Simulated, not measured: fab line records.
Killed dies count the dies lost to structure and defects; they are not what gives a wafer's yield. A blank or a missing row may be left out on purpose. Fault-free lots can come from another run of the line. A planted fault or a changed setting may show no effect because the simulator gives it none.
Matching of chambers || flow gf180mcu || pecvd-03 running GF_CONTACT_CVD_02: 3 sister chambers
The step deposits SiO2 from TEOS, target thk 860 nm, time 95.992 s. 3 wafers are shown with their chamber, then 7 later ones without.

== WAFERS, EACH WITH ITS CHAMBER ==
{"wafer": "L789.5", "chamber": 2, "heater power w (W)": 518}
{"wafer": "L791.3", "chamber": 0, "heater power w (W)": 544}
{"wafer": "L791.4", "chamber": 1, "heater power w (W)": 480}

== WAFERS WITHOUT THEIR CHAMBER ==
{"wafer": "L791.5", "heater power w (W)": 448}
{"wafer": "L792.1", "heater power w (W)": 553}
{"wafer": "L792.4", "heater power w (W)": 442}
{"wafer": "L792.5", "heater power w (W)": 592}
{"wafer": "L796.3", "heater power w (W)": 587}
{"wafer": "L796.4", "heater power w (W)": 529}
{"wafer": "L796.6", "heater power w (W)": 612}

== CHAMBER TAKEN BY EACH ==
{"wafer": "L791.5", "from the rows above": "can't be placed: 1 or 2 or 0", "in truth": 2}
{"wafer": "L792.1", "from the rows above": "can't be placed: 0 or 2 or 1", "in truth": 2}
{"wafer": "L792.4", "from the rows above": "can't be placed: 1 or 2 or 0", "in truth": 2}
{"wafer": "L792.5", "from the rows above": "can't be placed: 0 or 2 or 1", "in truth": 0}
{"wafer": "L796.3", "from the rows above": "can't be placed: 0 or 2 or 1", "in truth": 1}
{"wafer": "L796.4", "from the rows above": "can't be placed: 2 or 0 or 1", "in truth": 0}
{"wafer": "L796.6", "from the rows above": "can't be placed: 0 or 2 or 1", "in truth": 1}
Placed correctly: 0 of 7. Unplaceable from these rows: 7, with the true chamber sitting among the candidates in 7. Placed wrongly: 0.
How it was worked out, from the rows above alone: a wafer's distance from a chamber is the root of the sum, over the readings, of the square of ((its reading less the chamber's mean) divided by the reading's scatter). The wafer belongs to the nearest chamber; if the next one is less than 2 further off, it can't be placed. Each chamber's mean is taken over the wafers shown for it. The scatter (one wafer shown for each chamber): square how far every hidden wafer sits from the nearest shown wafer, average those squares and take the square root.
